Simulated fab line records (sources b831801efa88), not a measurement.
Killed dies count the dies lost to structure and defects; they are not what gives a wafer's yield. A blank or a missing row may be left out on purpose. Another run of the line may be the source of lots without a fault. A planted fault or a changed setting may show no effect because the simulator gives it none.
The tool behind it: which one? | flow sky130 | 36 wafers from 12 lots sampled at 6 of the route's 708 steps

WHAT THE GAUGES SHOWED, per wafer
SKY_SONOS_ONO_OVL_MEAS_14. Usual: for SONOS_ONO_OVL the level is -0.1 nm and the standard deviation is 1.4.
lot  | measured     | on         | SONOS_ONO_OVL (nm) | flag
L509 | day 11 03:20 | overlay-02 | -1.2 -1.4 -2.6     | 
L511 | day 12 22:41 | overlay-02 | 0.6 2.1 2.0        | 
L513 | day 14 06:50 | overlay-01 | -2.1 0.3 0.8       | 
L512 | day 14 07:08 | overlay-01 | -0.4 0.3 -1.5      | 
L514 | day 14 15:19 | overlay-02 | 2.2 1.6 2.5        | 
L515 | day 15 00:02 | overlay-01 | 1.0 0.1 1.7        | 
L518 | day 16 06:38 | overlay-02 | 0.4 0.6 -0.2       | 
L519 | day 16 13:35 | overlay-02 | 0.7 1.3 2.5        | 
L523 | day 19 01:20 | overlay-01 | 1.8 2.2 1.1        | 
L527 | day 19 06:47 | overlay-02 | -1.5 -1.8 0.7      | 
L529 | day 20 07:26 | overlay-02 | -2.9 -1.6 -0.9     | 
L532 | day 21 13:17 | overlay-01 | -0.5 -0.4 -1.7     | 

SKY_LI_CONTACT_THK_MEAS_01. Usual: for LI_CONTACT_HDPCVD_THK the level is 930 nm and the standard deviation is 8.4.
lot  | measured     | on           | LI_CONTACT_HDPCVD_THK (nm) | flag
L509 | day 26 10:50 | filmMetro-03 | 933 922 933                | 
L511 | day 28 20:44 | filmMetro-02 | 912 928 915                | 
L513 | day 29 21:38 | filmMetro-03 | 935 943 937                | 
L512 | day 29 20:43 | filmMetro-02 | 931 920 928                | 
L514 | day 30 03:59 | filmMetro-04 | 924 937 935                | 
L515 | day 30 13:50 | filmMetro-04 | 929 925 942                | 
L518 | day 31 21:38 | filmMetro-03 | 939 926 932                | 
L519 | day 32 03:53 | filmMetro-03 | 937 922 930                | 
L523 | day 34 08:05 | filmMetro-04 | 1035 918 934               | OFF
L527 | day 34 09:24 | filmMetro-04 | 931 935 920                | 
L529 | day 35 04:17 | filmMetro-03 | 940 924 911                | 
L532 | day 36 05:44 | filmMetro-04 | 917 934 921                | 

SKY_VIA3_OVL_MEAS_13. Usual: for VIA3_OVL the level is -1 nm and the standard deviation is 6.5.
lot  | measured     | on         | VIA3_OVL (nm) | flag
L509 | day 38 08:17 | overlay-01 | 5 8 6         | 
L511 | day 40 08:45 | overlay-02 | -6 -12 0      | 
L513 | day 41 05:21 | overlay-01 | 4 0 1         | 
L512 | day 41 03:29 | overlay-02 | -1 -1 3       | 
L514 | day 41 09:56 | overlay-01 | 8 2 7         | 
L515 | day 41 14:44 | overlay-02 | -10 -5 -1     | 
L518 | day 42 21:59 | overlay-01 | 2 1 4         | 
L519 | day 43 04:23 | overlay-02 | -6 3 -5       | 
L523 | day 45 03:07 | overlay-01 | -5 -11 -9     | 
L527 | day 45 05:41 | overlay-01 | -10 1 -2      | 
L529 | day 45 19:05 | overlay-01 | 5 0 2         | 
L532 | day 46 16:56 | overlay-02 | 8 17 10       | 

TOOL THAT RAN EACH LOT (tool first, then ch and the chambers of the sampled wafers, then the start)
lot  | SKY_POLY_CUT_STRIP_12               | SKY_LI_CONTACT_HDPCVD_00         | SKY_LI_CONTACT_CMP_02
L509 | plasmaAsher-01 ch 0,1, day 22 13:53 | hdpcvd-01 ch 0,1,2, day 26 10:44 | cmp-02 ch 2,3, day 26 11:01
L511 | plasmaAsher-02 ch 0,1, day 25 03:41 | hdpcvd-02 ch 0,1, day 28 20:37   | cmp-01 ch 1,3, day 28 20:47
L513 | plasmaAsher-01 ch 0,1, day 26 03:48 | hdpcvd-02 ch 0,1,2, day 29 21:32 | cmp-01 ch 0,3, day 29 21:41
L512 | plasmaAsher-01 ch 0,1, day 26 02:59 | hdpcvd-01 ch 1,2, day 29 20:37   | cmp-01 ch 0,3, day 29 20:47
L514 | plasmaAsher-01 ch 0,1, day 26 11:41 | hdpcvd-01 ch 0,1,2, day 30 03:53 | cmp-02 ch 0,2,3, day 30 04:12
L515 | plasmaAsher-01 ch 0,1, day 26 20:15 | hdpcvd-02 ch 0,2, day 30 13:44   | cmp-01 ch 0,1,2, day 30 13:53
L518 | plasmaAsher-01 ch 0,1, day 28 05:44 | hdpcvd-01 ch 0,1, day 31 21:32   | cmp-02 ch 1,2,3, day 31 21:48
L519 | plasmaAsher-02 ch 0, day 28 13:57   | hdpcvd-01 ch 1,2, day 32 03:47   | cmp-02 ch 1,2, day 32 04:04
L523 | plasmaAsher-02 ch 0,1, day 31 00:42 | hdpcvd-01 ch 0,1,2, day 34 07:59 | cmp-02 ch 0,1,2, day 34 08:15
L527 | plasmaAsher-02 ch 0,1, day 31 03:47 | hdpcvd-02 ch 1,2, day 34 09:17   | cmp-02 ch 0,3, day 34 09:27
L529 | plasmaAsher-03 ch 0,1, day 31 23:50 | hdpcvd-02 ch 0,1, day 35 04:11   | cmp-01 ch 0,2,3, day 35 04:23
L532 | plasmaAsher-03 ch 0,1, day 33 02:38 | hdpcvd-02 ch 0,1,2, day 36 05:38 | cmp-02 ch 1,2,3, day 36 05:48
- SKY_POLY_CUT_STRIP_12: strips in O2/N2.
- SKY_LI_CONTACT_HDPCVD_00: deposits PSG, target thk 930 nm, time 155 s.
- SKY_LI_CONTACT_CMP_02: polishes PSG.

AS READ BY THE TOOLS THEMSELVES (means over the sampled wafers that have a number; for cases with no such wafer, the mark the record gives instead)
SKY_POLY_CUT_STRIP_12. Usual: drypumpMotorCurrentA 5.8 A, standard deviation 0.4; oesProductAu 0.453 a.u., standard deviation 0.0043; stripTimeToEndpointS 5.358 s, standard deviation 0.017.
lot  | tool           | drypumpMotorCurrentA (A) | oesProductAu (a.u.) | stripTimeToEndpointS (s) | flag
L509 | plasmaAsher-01 | 5.7                      | 0.455               | 5.347                    | 
L511 | plasmaAsher-02 | 6.3                      | 0.451               | 5.344                    | 
L513 | plasmaAsher-01 | 5.6                      | 0.445               | 5.348                    | 
L512 | plasmaAsher-01 | 5.6                      | 0.451               | 5.386                    | 
L514 | plasmaAsher-01 | 5.6                      | 0.454               | 5.347                    | 
L515 | plasmaAsher-01 | 5.6                      | 0.451               | 5.361                    | 
L518 | plasmaAsher-01 | 5.6                      | 0.451               | 5.372                    | 
L519 | plasmaAsher-02 | 6.4                      | 0.451               | 5.355                    | 
L523 | plasmaAsher-02 | 6.3                      | 0.458               | 5.353                    | 
L527 | plasmaAsher-02 | 6.3                      | 0.452               | 5.369                    | 
L529 | plasmaAsher-03 | 5.6                      | 0.454               | 5.348                    | 
L532 | plasmaAsher-03 | 5.4                      | 0.456               | 5.361                    | 

SKY_LI_CONTACT_HDPCVD_00. Usual: 183.1 s for runLengthS, sd 0.58.
lot  | tool      | runLengthS (s) | flag
L509 | hdpcvd-01 | 183.1          | 
L511 | hdpcvd-02 | 182.9          | 
L513 | hdpcvd-02 | 183.1          | 
L512 | hdpcvd-01 | 183.4          | 
L514 | hdpcvd-01 | 183.0          | 
L515 | hdpcvd-02 | 183.0          | 
L518 | hdpcvd-01 | 183.1          | 
L519 | hdpcvd-01 | 183.2          | 
L523 | hdpcvd-01 | 188.0          | OFF
L527 | hdpcvd-02 | 183.8          | 
L529 | hdpcvd-02 | 182.8          | 
L532 | hdpcvd-02 | 183.2          | 

SKY_LI_CONTACT_CMP_02. Usual: motorCurrentA 12.0 A, standard deviation 1.1; timeToEndpointS 32.1 s, standard deviation 2.3.
lot  | tool   | motorCurrentA (A) | timeToEndpointS (s) | flag
L509 | cmp-02 | 13.1              | 30.9                | 
L511 | cmp-01 | 12.5              | 33.0                | 
L513 | cmp-01 | 11.0              | 33.4                | 
L512 | cmp-01 | 11.7              | 33.0                | 
L514 | cmp-02 | 12.8              | 31.8                | 
L515 | cmp-01 | 11.3              | 35.3                | 
L518 | cmp-02 | 12.3              | 34.4                | 
L519 | cmp-02 | 11.7              | 35.0                | 
L523 | cmp-02 | 12.4              | 32.1                | 
L527 | cmp-02 | 12.4              | 30.1                | 
L529 | cmp-01 | 11.3              | 32.4                | 
L532 | cmp-02 | 12.7              | 32.3                | 

THE ANSWER, worked out from the rows above alone
Rule: take the mean of a lot's wafers that have a number; if it is more than 3 standard deviations from the usual mean, the lot is off. Also off: a lot with no number at a reading for which 4 or more lots have one. All remaining lots with rows at the step are treated as sound. Order of review: gauges by route order, followed by the tools' own readings, for which a lot's mean as printed above is used. The first step at which some lot is off is used, and at that step the reading that is off furthest; a lot without a number counts as furthest.
Off: L523, seen at SKY_LI_CONTACT_THK_MEAS_01 (LI_CONTACT_HDPCVD_THK).
A tool fits if, at a process step before that reading, it ran every lot that is off, and no sound lot after the first of them. The gauges at SKY_LI_CONTACT_THK_MEAS_01 aren't tried: what is off there is off at SKY_LI_CONTACT_HDPCVD_00 too, on other tools, and a gauge's error can't cause that. One candidate fits, namely hdpcvd-01 at SKY_LI_CONTACT_HDPCVD_00. Its last sound lot is L519 (day 32 03:47), its first lot that is off L523 (day 34 07:59): a fault that began between those two fits.
The tool's own readings at SKY_LI_CONTACT_HDPCVD_00 bear it out: on the lots that are off they differ by more than 5 times the standard deviation of the sound lots' means. runLengthS reads 188.0 s there against 183.1 s on the sound lots.

WHAT THE SIMULATOR HAD INSERTED
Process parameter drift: hdpcvd-01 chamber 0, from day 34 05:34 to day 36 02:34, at SKY_LI_CONTACT_HDPCVD_00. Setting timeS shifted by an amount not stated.
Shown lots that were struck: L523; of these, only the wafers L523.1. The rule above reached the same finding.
